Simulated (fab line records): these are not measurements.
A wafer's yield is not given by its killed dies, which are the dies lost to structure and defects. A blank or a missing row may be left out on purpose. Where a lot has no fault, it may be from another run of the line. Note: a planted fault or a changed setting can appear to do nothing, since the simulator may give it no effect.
Matching of chambers || flow gf180mcu || 4 sister chambers for GF_V1_ETCH_16 on rieDiel-02
The step etches BARC in N2/H2. 4 wafers are shown with their chamber, then 7 later ones without.

== WAFERS WITH THEIR CHAMBER ==
{"wafer": "L665.5", "chamber": 2, "drypumpMotorCurrentA (A)": 5.9}
{"wafer": "L669.3", "chamber": 3, "drypumpMotorCurrentA (A)": 6.2}
{"wafer": "L670.1", "chamber": 1, "drypumpMotorCurrentA (A)": 5.4}
{"wafer": "L670.5", "chamber": 0, "drypumpMotorCurrentA (A)": 6.4}

== WAFERS MISSING THEIR CHAMBER ==
{"wafer": "L670.6", "drypumpMotorCurrentA (A)": 5.3}
{"wafer": "L671.4", "drypumpMotorCurrentA (A)": 6.4}
{"wafer": "L671.5", "drypumpMotorCurrentA (A)": 5.4}
{"wafer": "L671.6", "drypumpMotorCurrentA (A)": 6.4}
{"wafer": "L673.2", "drypumpMotorCurrentA (A)": 5.8}
{"wafer": "L673.3", "drypumpMotorCurrentA (A)": 6.4}
{"wafer": "L673.5", "drypumpMotorCurrentA (A)": 5.3}

== THE CHAMBER EACH PASSED THROUGH ==
{"wafer": "L670.6", "from the rows above": 1, "in truth": 1}
{"wafer": "L671.4", "from the rows above": 0, "in truth": 0}
{"wafer": "L671.5", "from the rows above": 1, "in truth": 1}
{"wafer": "L671.6", "from the rows above": 0, "in truth": 0}
{"wafer": "L673.2", "from the rows above": 2, "in truth": 2}
{"wafer": "L673.3", "from the rows above": 0, "in truth": 0}
{"wafer": "L673.5", "from the rows above": 1, "in truth": 1}
Correct placement for 7 of the 7. Can't be placed from these rows: 0. Wrongly placed: 0.
How it was worked out, from the rows above alone: a wafer's distance from a chamber is the root of the sum, over the readings, of the square of ((its reading less the chamber's mean) divided by the reading's scatter). If the next closest chamber is less than 2 further off than the closest, the wafer can't be placed; otherwise it belongs to the closest. The mean given for a chamber averages the wafers shown for that chamber. The scatter (one wafer shown for each chamber): square how far every hidden wafer sits from the nearest shown wafer, average those squares and take the square root.
